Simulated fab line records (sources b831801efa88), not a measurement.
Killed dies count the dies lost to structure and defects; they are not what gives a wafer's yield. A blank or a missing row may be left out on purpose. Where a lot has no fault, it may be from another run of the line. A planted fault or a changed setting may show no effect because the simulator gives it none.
Matching of chambers || flow gf180mcu || GF_V2_CVD_00 on hdpcvd-01 has 3 sister chambers
The step deposits SiO2, target thk 600 nm, time 100 s. 3 wafers are shown with their chamber, then 9 later ones without.

## EACH WAFER AND ITS CHAMBER
{"wafer": "L826.1", "chamber": 0, "run-length-s (s)": 127.7}
{"wafer": "L826.2", "chamber": 2, "run-length-s (s)": 128.0}
{"wafer": "L826.5", "chamber": 1, "run-length-s (s)": 127.2}

## WAFERS WITHOUT THEIR CHAMBER
{"wafer": "L827.1", "run-length-s (s)": 128.1}
{"wafer": "L827.4", "run-length-s (s)": 127.8}
{"wafer": "L827.5", "run-length-s (s)": 127.5}
{"wafer": "L828.2", "run-length-s (s)": 127.2}
{"wafer": "L828.4", "run-length-s (s)": 127.9}
{"wafer": "L828.5", "run-length-s (s)": 127.1}
{"wafer": "L829.2", "run-length-s (s)": 126.9}
{"wafer": "L829.4", "run-length-s (s)": 127.9}
{"wafer": "L829.5", "run-length-s (s)": 127.3}

## CHAMBER TAKEN BY EACH
{"wafer": "L827.1", "from the rows above": 2, "in truth": 2}
{"wafer": "L827.4", "from the rows above": "can't be placed: 0 or 2", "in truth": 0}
{"wafer": "L827.5", "from the rows above": "can't be placed: 0 or 1", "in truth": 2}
{"wafer": "L828.2", "from the rows above": 1, "in truth": 1}
{"wafer": "L828.4", "from the rows above": "can't be placed: 2 or 0", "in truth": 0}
{"wafer": "L828.5", "from the rows above": 1, "in truth": 1}
{"wafer": "L829.2", "from the rows above": 1, "in truth": 1}
{"wafer": "L829.4", "from the rows above": "can't be placed: 2 or 0", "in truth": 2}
{"wafer": "L829.5", "from the rows above": 1, "in truth": 1}
Placed correctly: 5 of 9. These rows do not allow placing 4 (true chamber among the candidates in 3). Placed wrongly: 0.
How it was worked out, from the rows above alone: a wafer's distance from a chamber is the root of the sum, over the readings, of the square of ((its reading less the chamber's mean) divided by the reading's scatter). The wafer belongs to the nearest chamber; if the next one is less than 2 further off, it can't be placed. Each chamber's mean is taken over the wafers shown for it. The scatter (one wafer shown for each chamber): square how far every hidden wafer sits from the nearest shown wafer, average those squares and take the square root.
